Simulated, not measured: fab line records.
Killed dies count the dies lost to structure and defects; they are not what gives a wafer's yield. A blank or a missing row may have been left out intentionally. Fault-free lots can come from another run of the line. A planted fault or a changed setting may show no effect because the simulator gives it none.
fab line records	flow sky130	part 1 of 2: steps 1 to 26 of 35
[record] lots = 5	wafers = 15	last_day = 51
route steps=708 shown METAL4@627 VIA4@639 METAL5@661
lots untouched by any fault: they come from a run of this same line in which no faults occurred
start_h: hours from the record's opening day to when the first of the lot's shown wafers began	wait_h: hours since the lot's step before	" as in the row above	L1.1+2: several wafers, shown together as one row	- no value present, or no start provided	* or withheld: withheld	< > ~ a bound
route shown NAME@n: names a module that has steps shown in the file, with the first one's number in the route	usual: average and standard deviation across the fault-free wafers	same: alike in all rows	chamber/n: place in a boat	sites: the reading at each site	_std_site: the standard deviation of these	_edge_site: mean of outer sites minus mean of inner sites	radius_mm: how far each site lies from the wafer's centre	mask NAME#n: copy n	behind: the tool/chamber that last shaped the wafer	hold: cause of the lot's hold/its duration in hours/its outcome	device: the n, p or np transistor that did not switch	end of line: tests of these same wafers at the route's end	a step given without rows: its recipe and nothing more	killed: dies that structure and defects cost at the first sort, which is not the same as the wafer's yield	map: dies across one wafer; x = killed, . = not, _ = none there
set.NAME: the setting the step ran with; set.NAME@STEP: the setting that earlier step ran with	model.NAME: the simulator's own value behind a step, which no gauge read
lots at some steps of the route; a table a step, a row a wafer
services: when a tool's chamber went out of use (start_h, in hours from the record's first day, below 0 if earlier), for how many hours, and the reason
[[steps]]
[step SKY_METAL4_PEB_11]
[recipe] peb_temp_c = withheld	peb_time_s = withheld	resist = KrF-thick
lot.wafer	tool	chamber	start_h	wait_h
L074.1+2+6	litho_track-03	0	-	-
L076.1+4+6	litho_track-03	0	-	-
L078.1+5+6	litho_track-01	0	-	-
L079.3+5+6	litho_track-01	0	-	-
L096.2+4+5	litho_track-04	0	-	-
[step SKY_METAL4_DEVELOP_12]
[recipe] develop_time_s = 60	resist = KrF-thick	dev_temp_c = 21
lot.wafer	tool	chamber	start_h	wait_h
L074.1+2+6	litho_track-03	0	-	-
L076.1+4+6	litho_track-03	0	-	-
L078.1+5+6	litho_track-01	0	-	-
L079.3+5+6	litho_track-01	0	-	-
L096.2+4+5	litho_track-04	0	-	-
[step SKY_METAL4_CD_MEAS_13]
[recipe] target_cd_nm = 300
[usual] cd_nm = 300.1/1.5
lot.wafer	tool	chamber	start_h	wait_h	cd_nm
L074.1	cd_sem-01	-	981.42	-	299.8
L074.2	"	-	"	"	299.3
L074.6	"	-	"	"	298.5
L076.1	cd_sem-01	-	1003.42	-	300.2
L076.4	"	-	"	"	299.6
L076.6	"	-	"	"	299.5
L078.1	cd_sem-02	-	1011.04	-	303.3
L078.5	"	-	"	"	302.7
L078.6	"	-	"	"	302.3
L079.3	cd_sem-01	-	1017.78	-	300.1
L079.5	"	-	"	"	300.9
L079.6	"	-	"	"	301.2
L096.2	cd_sem-02	-	1141.86	-	299.2
L096.4	"	-	"	"	297.8
L096.5	"	-	"	"	299.1
[step SKY_METAL4_OVL_MEAS_14]
[usual] METAL4_OVL = 2/5.5
lot.wafer	tool	chamber	start_h	wait_h	METAL4_OVL[nm]
L074.1	overlay-02	-	981.54	0.1	17
L074.2	"	-	"	"	9
L074.6	"	-	"	"	8
L076.1	overlay-02	-	1003.54	0.1	5
L076.4	"	-	"	"	1
L076.6	"	-	"	"	6
L078.1	overlay-02	-	1011.16	0.1	9
L078.5	"	-	"	"	9
L078.6	"	-	"	"	12
L079.3	overlay-01	-	1017.87	0.1	11
L079.5	"	-	"	"	7
L079.6	"	-	"	"	4
L096.2	overlay-01	-	1141.97	0.1	-6
L096.4	"	-	"	"	-2
L096.5	"	-	"	"	-3
[step SKY_METAL4_DESCUM_15]
[recipe] chemistry = O2	source_power_w = 150	bias_power_w = 0	pressure_mtorr = 10	temp_c = 40	time_s = 8
[usual] drypump_motor_current_A = 5.7/0.3	oes_product_au = 1.003/0.0088	temp_c = 39.98/0.11
lot.wafer	tool	chamber	start_h	wait_h	drypump_motor_current_A	oes_product_au	rf_hours_counter_h	temp_c
L074.1	rie_metal-04	1	981.57	0.0	5.3	0.990	16	39.79
L074.2	"	0	"	"	6.1	1.007	8	39.90
L074.6	"	0	"	"	6.1	1.005	-	39.87
L076.1	rie_metal-03	1	1003.57	0.0	5.9	1.007	16	39.81
L076.4	"	0	"	"	5.5	0.998	-	39.84
L076.6	"	0	"	"	5.5	0.986	-	40.01
L078.1	rie_metal-03	1	1011.19	0.0	5.9	1.001	16	40.17
L078.5	"	0	"	"	5.5	1.002	-	40.28
L078.6	"	1	"	"	5.9	0.998	-	40.04
L079.3	rie_metal-04	0	1017.90	0.0	6.1	1.004	-	40.05
L079.5	"	1	"	"	5.3	0.991	-	40.06
L079.6	"	0	"	"	6.1	1.008	-	39.83
L096.2	rie_metal-01	0	1142.00	0.0	6.1	1.013	19	39.99
L096.4	"	1	"	"	5.8	0.992	-	40.06
L096.5	"	0	"	"	6.1	1.015	-	39.95
[step SKY_METAL4_ETCH_16]
[recipe] chemistry = N2/H2	target = BARC	ion_energy_ev = 200	bias_w = 100	pressure_mtorr = 30	n2_flow_sccm = 100	h2_flow_sccm = 200	icp_w = 500	stop_on = SiO2	time_s = 88.2	target_depth_a = 600
[usual] drypump_motor_current_A = 5.8/0.3	oes_product_au = 0.625/0.0046	throttle_valve_pct = 13.204/0.0094
lot.wafer	tool	chamber	start_h	wait_h	drypump_motor_current_A	oes_product_au	rf_hours_counter_h	throttle_valve_pct
L074.1	rie_metal-04	1	981.60	0.0	5.3	0.621	16	13.190
L074.2	"	0	"	"	6.1	0.626	8	13.190
L074.6	"	0	"	"	6.1	0.619	-	13.214
L076.1	rie_metal-03	1	1003.60	0.0	5.9	0.624	16	13.210
L076.4	"	0	"	"	5.5	0.627	-	13.213
L076.6	"	0	"	"	5.5	0.626	-	13.208
L078.1	rie_metal-03	1	1011.22	0.0	5.9	0.621	16	13.205
L078.5	"	0	"	"	5.5	0.627	-	13.215
L078.6	"	1	"	"	5.9	0.617	-	13.204
L079.3	rie_metal-04	0	1017.96	0.0	6.1	0.634	-	13.205
L079.5	"	1	"	"	5.3	0.624	-	13.207
L079.6	"	0	"	"	6.1	0.620	-	13.209
L096.2	rie_metal-01	0	1142.03	0.0	6.1	0.633	19	13.212
L096.4	"	1	"	"	5.8	0.630	-	13.173
L096.5	"	0	"	"	6.1	0.622	-	13.210
[step SKY_METAL4_ETCH_17]
[recipe] target = SiO2	stop_on = TiN	chemistry = C4F8/O2/Ar	source_w = 1500	bias_w = 1200	pressure_mtorr = 40	c4f8_flow_sccm = withheld	O2_flow_sccm = 6	Ar_flow_sccm = 300	time_s = 3.9	target_depth_a = 150
[usual] oes_product_au = 0.756/0.0076
lot.wafer	tool	chamber	start_h	wait_h	oes_product_au
L074.1	rie_diel-01	1	981.70	0.1	0.757
L074.2	"	2	"	"	0.752
L074.6	"	0	"	"	0.771
L076.1	rie_diel-01	0	1003.70	0.1	0.746
L076.4	"	2	"	"	0.755
L076.6	"	2	"	"	0.758
L078.1	rie_diel-04	2	1011.32	0.1	0.753
L078.5	"	0	"	"	0.758
L078.6	"	1	"	"	0.756
L079.3	rie_diel-01	0	1018.02	0.0	0.751
L079.5	"	2	"	"	0.752
L079.6	"	3	"	"	0.755
L096.2	rie_diel-03	1	1142.13	0.1	0.757
L096.4	"	3	"	"	0.761
L096.5	"	1	"	"	0.759
[step SKY_METAL4_METAL_ETCH_18]
[recipe] target_depth_a = 8450	stop_on = SiO2	over_etch_frac = 0.3	time_s = 183.1	chemistry = Cl2/BCl3	resist_sidewall_deg = 88	pressure_mtorr = 10	icp_w = 900	bias_w = 48.5	Cl2_flow_sccm = 60	bcl3_flow_sccm = 30
[usual] drypump_motor_current_A = 5.8/0.32	oes_product_au = 0.864/0.0064	throttle_valve_pct = 22.265/0.0093
lot.wafer	tool	chamber	start_h	wait_h	drypump_motor_current_A	oes_product_au	rf_hours_counter_h	throttle_valve_pct
L074.1	rie_metal-03	1	981.72	0.0	5.9	0.860	15	22.273
L074.2	"	0	"	"	5.5	0.861	0	22.268
L074.6	"	0	"	"	5.5	0.855	-	22.281
L076.1	rie_metal-04	1	1003.72	0.0	5.3	0.862	17	22.255
L076.4	"	0	"	"	6.1	0.867	-	22.281
L076.6	"	0	"	"	6.1	0.858	-	22.271
L078.1	rie_metal-04	0	1011.34	0.0	6.1	0.873	10	22.259
L078.5	"	1	"	"	5.3	0.866	-	22.252
L078.6	"	0	"	"	6.1	0.866	-	22.274
L079.3	rie_metal-01	1	1018.10	0.1	5.8	0.863	-	22.264
L079.5	"	1	"	"	5.8	0.870	-	22.257
L079.6	"	0	"	"	6.1	0.861	-	22.266
L096.2	rie_metal-04	1	1142.20	0.1	5.3	0.867	-	22.274
L096.4	"	1	"	"	5.3	0.869	-	22.251
L096.5	"	1	"	"	5.3	0.869	-	22.274
[step SKY_METAL4_STRIP_19]
[recipe] chemistry = O2/N2	power_w = 1400	pressure_mtorr = 1500	platen_temp_c = withheld	o2_flow_sccm = 3000	n2_flow_sccm = 300	overash_fraction = 0.5
[usual] drypump_motor_current_A = 5.99/0.23	o2_flow_sccm = 3002/8.9	oes_product_au = 0.501/0.0054	strip_time_to_endpoint_s = 6.51/0.077
lot.wafer	tool	chamber	start_h	wait_h	drypump_motor_current_A	o2_flow_sccm	oes_product_au	rf_hours_counter_h	strip_time_to_endpoint_s
L074.1	plasma_asher-01	1	981.90	0.1	5.97	2998	0.510	53	6.64
L074.2	"	0	"	"	5.81	3009	0.504	53	6.55
L074.6	"	0	"	"	5.79	3007	0.505	-	6.60
L076.1	plasma_asher-04	1	1003.90	0.1	5.79	2997	0.494	119	6.44
L076.4	"	1	"	"	5.78	3013	0.497	-	6.42
L076.6	"	1	"	"	5.79	3010	0.502	-	6.42
L078.1	plasma_asher-01	1	1011.52	0.1	5.99	3013	0.506	56	6.54
L078.5	"	0	"	"	5.80	3017	0.502	-	6.60
L078.6	"	1	"	"	5.99	3001	0.502	-	6.47
L079.3	plasma_asher-01	1	1018.25	0.1	6.02	2981	0.501	-	6.59
L079.5	"	0	"	"	5.80	3007	0.508	-	6.60
L079.6	"	1	"	"	5.98	3000	0.497	-	6.53
L096.2	plasma_asher-01	1	1142.50	0.2	5.96	3007	0.503	68	6.49
L096.4	"	1	"	"	6.00	2986	0.500	-	6.50
L096.5	"	0	"	"	5.82	3011	0.503	-	6.54
[step SKY_METAL4_STRIP_20]
[recipe] chemistry = post_etch_residue_remover	time_s = 1200	temp_c = 72.5
[usual] bath_heat_duty_pct = 13.7/1.7	temp_c = 72.50/0.12
lot.wafer	tool	chamber	start_h	wait_h	bath_heat_duty_pct	temp_c
L074.1	wet_bench-01	3	982.00	0.1	13.7	72.36
L074.2	"	3	"	"	13.7	72.58
L074.6	"	3	"	"	14.0	72.41
L076.1	wet_bench-04	3	1004.00	0.1	12.3	72.64
L076.4	"	3	"	"	12.5	72.60
L076.6	"	3	"	"	12.7	72.56
L078.1	wet_bench-01	0	1011.62	0.1	14.6	72.42
L078.5	"	0	"	"	16.6	72.61
L078.6	"	0	"	"	15.1	72.40
L079.3	wet_bench-02	0	1018.32	0.0	17.1	72.46
L079.5	"	0	"	"	15.2	72.65
L079.6	"	0	"	"	14.8	72.61
L096.2	wet_bench-02	1	1142.60	0.1	13.9	72.50
L096.4	"	1	"	"	14.5	72.46
L096.5	"	1	"	"	12.7	72.51
[step SKY_METAL4_CLEAN_21]
[recipe] chemistry = IPA	time_s = 180	temp_c = 25
[usual] bath_heat_duty_pct = 5.9/0.74	temp_c = 25.00/0.13
lot.wafer	tool	chamber	start_h	wait_h	bath_heat_duty_pct	temp_c
L074.1	wet_bench-02	2	982.37	0.0	5.9	24.90
L074.2	"	2	"	"	6.1	24.82
L074.6	"	2	"	"	6.3	24.80
L076.1	wet_bench-02	2	1004.37	0.0	6.7	24.96
L076.4	"	2	"	"	6.7	25.00
L076.6	"	2	"	"	5.9	24.98
L078.1	wet_bench-02	0	1011.96	0.0	7.5	24.96
L078.5	"	0	"	"	7.0	25.05
L078.6	"	0	"	"	8.0	25.12
L079.3	wet_bench-01	1	1018.66	0.0	5.9	25.04
L079.5	"	1	"	"	5.6	25.08
L079.6	"	1	"	"	6.1	25.03
L096.2	wet_bench-04	1	1142.97	0.0	5.0	24.77
L096.4	"	1	"	"	5.2	24.88
L096.5	"	1	"	"	6.0	24.92
[step SKY_METAL4_CLEAN_22]
[recipe] chemistry = O3/DIW	dry = n2_spin
lot.wafer	tool	chamber	start_h	wait_h
L074.1+2+6	wet_bench-04	0	982.49	0.0
L076.1+4+6	wet_bench-04	3	1004.43	0.0
L078.1+5+6	wet_bench-01	1	1012.02	0.0
L079.3+5+6	wet_bench-04	3	1018.72	0.0
L096.2+4+5	wet_bench-02	0	1143.03	0.0
[step SKY_VIA4_HDPCVD_00]
[recipe] material = SiO2	target_thk_nm = 1750	sigma_open_frac = 0.3	time_s = 300.4	temp_c = 400	sih4_flow_sccm = 60	pressure_mtorr = 6
lot.wafer	tool	chamber	start_h	wait_h
L074.1+2+6	hdpcvd-02	2,1,1	982.58	0.0
L076.1+4+6	hdpcvd-02	1,1,2	1004.53	0.0
L078.1+5+6	hdpcvd-02	0,1,0	1012.11	0.0
L079.3+5+6	hdpcvd-02	0,1,0	1018.82	0.0
L096.2+4+5	hdpcvd-02	0,0,2	1143.13	0.0
[step SKY_VIA4_THK_MEAS_01]
[recipe] reads = SiO2_of_VIA4_HDPCVD_00
[usual] VIA4_HDPCVD_THK = 1807/17
lot.wafer	tool	chamber	start_h	wait_h	VIA4_HDPCVD_THK[nm]
L074.1	film_metro-03	-	982.76	0.1	1809
L074.2	"	-	"	"	1818
L074.6	"	-	"	"	1795
L076.1	film_metro-01	-	1004.71	0.1	1798
L076.4	"	-	"	"	1809
L076.6	"	-	"	"	1816
L078.1	film_metro-01	-	1012.29	0.1	1812
L078.5	"	-	"	"	1814
L078.6	"	-	"	"	1848
L079.3	film_metro-03	-	1019.01	0.1	1818
L079.5	"	-	"	"	1787
L079.6	"	-	"	"	1812
L096.2	film_metro-01	-	1143.32	0.1	1827
L096.4	"	-	"	"	1812
L096.5	"	-	"	"	1801
[step SKY_VIA4_CMP_02]
[recipe] material = SiO2	down_force_psi = 4	platen_rpm = 60	pad_velocity_m_s = 0.94248
[usual] motor_current_A = 12.4/1.3	retaining_ring_pressure_frac = 1.000/0.0047	slurry_flow_ml_min = 150.0/0.47
lot.wafer	tool	chamber	start_h	wait_h	motor_current_A	retaining_ring_pressure_frac	slurry_flow_ml_min
L074.2	cmp-01	2	982.92	0.1	13.0	0.984	150.3
L074.1	"	3	"	"	10.7	1.010	149.6
L074.6	"	0	"	"	13.6	1.003	150.4
L076.1	cmp-02	1	1004.88	0.2	12.8	1.003	150.7
L076.4	"	3	"	"	11.6	1.007	149.8
L076.6	"	2	"	"	10.6	0.998	149.7
L078.1	cmp-02	3	1012.35	0.1	12.3	1.003	149.6
L078.6	"	3	"	"	11.9	1.006	150.0
L078.5	"	0	"	"	12.3	1.000	150.4
L079.3	cmp-01	0	1019.10	0.1	13.4	1.001	149.8
L079.5	"	3	"	"	11.0	0.999	150.5
L079.6	"	0	"	"	12.9	1.001	150.1
L096.2	cmp-02	2	1143.42	0.1	10.6	1.007	149.4
L096.4	"	0	"	"	12.9	0.998	150.0
L096.5	"	1	"	"	12.8	0.999	150.0
[step SKY_VIA4_BOW_MEAS_03]
[recipe] mode = bow
[usual] VIA4_BOW = 83/8.5
lot.wafer	tool	chamber	start_h	wait_h	VIA4_BOW[um]
L074.1	film_metro-04	-	983.12	0.1	83
L074.2	"	-	"	"	76
L074.6	"	-	"	"	77
L076.1	film_metro-01	-	1005.18	0.2	74
L076.4	"	-	"	"	81
L076.6	"	-	"	"	80
L078.1	film_metro-03	-	1012.65	0.2	90
L078.5	"	-	"	"	85
L078.6	"	-	"	"	93
L079.3	film_metro-03	-	1019.39	0.2	77
L079.5	"	-	"	"	72
L079.6	"	-	"	"	78
L096.2	film_metro-03	-	1143.69	0.2	77
L096.4	"	-	"	"	66
L096.5	"	-	"	"	79
[step SKY_VIA4_DEHYDRATE_04]
[recipe] temp_c = 200	time_s = 60
lot.wafer	tool	chamber	start_h	wait_h
L074.1+2+6	litho_track-02	0	993.69	10.6
L076.1+4+6	litho_track-04	0	1016.99	11.8
L078.1+5+6	litho_track-02	0	1023.19	10.5
L079.3+5+6	litho_track-02	0	1030.14	10.7
L096.2+4+5	litho_track-02	0	1152.47	8.8
[step SKY_VIA4_HMDS_05]
[recipe] prime_time_s = 60	prime_temp_c = 120
lot.wafer	tool	chamber	start_h	wait_h
L074.1+2+6	litho_track-02	0	993.84	0.1
L076.1+4+6	litho_track-04	0	1017.14	0.1
L078.1+5+6	litho_track-02	0	1023.34	0.1
L079.3+5+6	litho_track-02	0	1030.29	0.1
L096.2+4+5	litho_track-02	0	1152.62	0.1
[step SKY_VIA4_COAT_06]
[recipe] resist = NOVOLAK	spin_rpm = 3000	resist_thk_nm = 1140
lot.wafer	tool	chamber	start_h	wait_h
L074.1+2+6	litho_track-02	0	993.99	0.1
L076.1+4+6	litho_track-04	0	1017.29	0.1
L078.1+5+6	litho_track-02	0	1023.49	0.1
L079.3+5+6	litho_track-02	0	1030.44	0.1
L096.2+4+5	litho_track-02	0	1152.77	0.1
[step SKY_VIA4_SOFTBAKE_07]
[recipe] temp_c = 90	time_s = 60	resist = NOVOLAK
lot.wafer	tool	chamber	start_h	wait_h
L074.1+2+6	litho_track-02	0	994.14	0.1
L076.1+4+6	litho_track-04	0	1017.44	0.1
L078.1+5+6	litho_track-02	0	1023.64	0.1
L079.3+5+6	litho_track-02	0	1030.59	0.1
L096.2+4+5	litho_track-02	0	1152.92	0.1
[step SKY_VIA4_EXPOSE_08]
[recipe] mask_id = VIM4	na = 0.6	source_shape = conventional	sigma_outer = 0.6	polarization = unpolarized	target_cd_nm = 800	dose_mj = 132
[usual] exposure_dose_mJ_cm2 = 132.01/0.13
[same] na = 0.6
lot.wafer	tool	chamber	start_h	wait_h	mask	exposure_dose_mJ_cm2
L074.1	iline_stepper-02	0	-	-	VIM4#0	132.11
L074.2	"	0	"	"	VIM4#0	132.08
L074.6	"	0	"	"	VIM4#0	132.24
L076.1	iline_stepper-01	0	-	-	VIM4#0	132.13
L076.4	"	0	"	"	VIM4#0	132.04
L076.6	"	0	"	"	VIM4#0	131.91
L078.1	iline_stepper-02	0	-	-	VIM4#0	131.89
L078.5	"	0	"	"	VIM4#0	132.07
L078.6	"	0	"	"	VIM4#0	131.96
L079.3	iline_stepper-01	0	-	-	VIM4#0	132.07
L079.5	"	0	"	"	VIM4#0	131.96
L079.6	"	0	"	"	VIM4#0	132.14
L096.2	iline_stepper-01	0	-	-	VIM4#0	131.89
L096.4	"	0	"	"	VIM4#0	132.00
L096.5	"	0	"	"	VIM4#0	132.05
[step SKY_VIA4_PEB_09]
[recipe] temp_c = withheld	time_s = *	resist = NOVOLAK
lot.wafer	tool	chamber	start_h	wait_h
L074.1+2+6	litho_track-01	0	-	-
L076.1+4+6	litho_track-01	0	-	-
L078.1+5+6	litho_track-01	0	-	-
L079.3+5+6	litho_track-01	0	-	-
L096.2+4+5	litho_track-02	0	-	-
[step SKY_VIA4_DEVELOP_10]
[recipe] resist = NOVOLAK	developer = TMAH	develop_time_s = 60	dev_temp_c = 23
lot.wafer	tool	chamber	start_h	wait_h
L074.1+2+6	litho_track-01	0	1004.49	0.1
L076.1+4+6	litho_track-01	0	1028.54	0.1
L078.1+5+6	litho_track-01	0	1035.44	0.1
L079.3+5+6	litho_track-01	0	1041.79	0.1
L096.2+4+5	litho_track-02	0	1160.87	0.1
[step SKY_VIA4_OVL_MEAS_11]
[usual] VIA4_OVL = -0.2/1.5
lot.wafer	tool	chamber	start_h	wait_h	VIA4_OVL[nm]
L074.1	overlay-02	-	1004.64	0.1	-1.2
L074.2	"	-	"	"	-0.4
L074.6	"	-	"	"	-1.7
L076.1	overlay-01	-	1028.69	0.1	0.6
L076.4	"	-	"	"	1.4
L076.6	"	-	"	"	0.9
L078.1	overlay-01	-	1035.59	0.1	2.1
L078.5	"	-	"	"	2.1
L078.6	"	-	"	"	2.0
L079.3	overlay-02	-	1041.90	0.1	1.6
L079.5	"	-	"	"	1.4
L079.6	"	-	"	"	0.8
L096.2	overlay-02	-	1161.00	0.1	-0.6
L096.4	"	-	"	"	0.3
L096.5	"	-	"	"	0.5
[step SKY_VIA4_ETCH_12]
[recipe] target = SiO2	chemistry = C4F8/O2/Ar	stop_on = TiN	mask_material = NOVOLAK	source_w = 1500	bias_w = 1200	pressure_mtorr = 40	c4f8_flow_sccm = withheld	O2_flow_sccm = 6	Ar_flow_sccm = 300	time_s = withheld	target_depth_a = 5800
[usual] oes_product_au = 0.927/0.0044
lot.wafer	tool	chamber	start_h	wait_h	oes_product_au
L074.1	rie_diel-02	3	1004.67	0.0	0.926
L074.2	"	0	"	"	0.931
L074.6	"	0	"	"	0.926
L076.1	rie_diel-01	1	1028.72	0.0	0.921
L076.4	"	0	"	"	0.924
L076.6	"	3	"	"	0.925
L078.1	rie_diel-01	1	1035.62	0.0	0.922
L078.5	"	1	"	"	0.926
L078.6	"	2	"	"	0.929
L079.3	rie_diel-03	2	1041.92	0.0	0.926
L079.5	"	2	"	"	0.933
L079.6	"	1	"	"	0.930
L096.2	rie_diel-01	3	1161.03	0.0	0.933
L096.4	"	2	"	"	0.929
L096.5	"	3	"	"	0.922
[step SKY_VIA4_STRIP_13]
[recipe] chemistry = O2/N2	power_w = 1400	pressure_mtorr = 1500	platen_temp_c = withheld	o2_flow_sccm = 3000	n2_flow_sccm = 300	overash_fraction = 0.5
[usual] drypump_motor_current_A = 6.0/0.38	o2_flow_sccm = 3000/9.5	oes_product_au = 0.710/0.0044	strip_time_to_endpoint_s = 12.81/0.03
lot.wafer	tool	chamber	start_h	wait_h	drypump_motor_current_A	o2_flow_sccm	oes_product_au	rf_hours_counter_h	strip_time_to_endpoint_s
L074.1	plasma_asher-04	0	1004.74	-	6.4	3006	0.708	119	12.79
L074.2	"	1	"	"	5.8	2999	0.705	119	12.79
L074.6	"	1	"	"	5.8	2996	0.713	-	12.85
L076.1	plasma_asher-01	0	1028.80	-	5.8	2980	0.712	58	12.80
L076.4	"	1	"	"	6.0	2992	0.707	-	12.78
L076.6	"	0	"	"	5.8	2985	0.711	-	12.77
L078.1	plasma_asher-04	1	1035.70	-	5.8	3002	0.706	122	12.83
L078.5	"	1	"	"	5.8	3018	0.713	-	12.79
L078.6	"	0	"	"	6.4	2992	0.722	-	12.84
L079.3	plasma_asher-04	1	1042.03	-	5.8	3006	0.709	-	12.81
L079.5	"	0	"	"	6.4	2999	0.718	-	12.77
L079.6	"	1	"	"	5.8	2984	0.711	-	12.81
L096.2	plasma_asher-03	0	1161.10	-	6.6	2990	0.715	40	12.77
L096.4	"	1	"	"	5.4	3015	0.706	-	12.82
L096.5	"	0	"	"	6.5	2999	0.714	-	12.81
